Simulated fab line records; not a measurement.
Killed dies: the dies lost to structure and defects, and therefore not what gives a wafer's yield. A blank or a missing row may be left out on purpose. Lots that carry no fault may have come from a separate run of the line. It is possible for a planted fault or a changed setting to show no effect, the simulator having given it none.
Chamber matching | flow gf180mcu | pecvd-01 running GF_PASSIVATION_CVD_00: 3 sister chambers
The step deposits SiO2 from TEOS, target thk 1000 nm, time 111.95 s. 3 wafers are shown with their chamber, then 8 later ones without.

WAFERS PAIRED WITH THEIR CHAMBERS
wafer  | chamber | heater power w (W)
L813.2 | 1       | 485
L813.5 | 0       | 588
L815.3 | 2       | 818

WAFERS WITH NO CHAMBER GIVEN
wafer  | heater power w (W)
L815.4 | 475
L815.6 | 505
L820.2 | 855
L820.5 | 659
L820.6 | 614
L822.4 | 469
L822.5 | 811
L822.6 | 419

WHICH CHAMBER EACH ONE RAN IN
wafer  | from the rows above     | in truth
L815.4 | 1                       | 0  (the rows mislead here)
L815.6 | can't be placed: 1 or 0 | 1
L820.2 | 2                       | 2
L820.5 | 0                       | 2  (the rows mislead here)
L820.6 | 0                       | 0
L822.4 | 1                       | 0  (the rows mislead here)
L822.5 | 2                       | 2
L822.6 | 1                       | 1
Correct placement for 4 of the 8. Cannot be placed on the basis of these rows: 1; the candidates contain the true chamber in 1. 3 placed wrongly.
How it was worked out, from the rows above alone: a wafer's distance from a chamber is the root of the sum, over the readings, of the square of ((its reading less the chamber's mean) divided by the reading's scatter). If the next closest chamber is less than 2 further off than the closest, the wafer can't be placed; otherwise it belongs to the closest. Each chamber's mean is taken over the wafers shown for it. The scatter: root of mean squared gap, hidden wafer to nearest shown wafer, with one shown wafer a chamber.
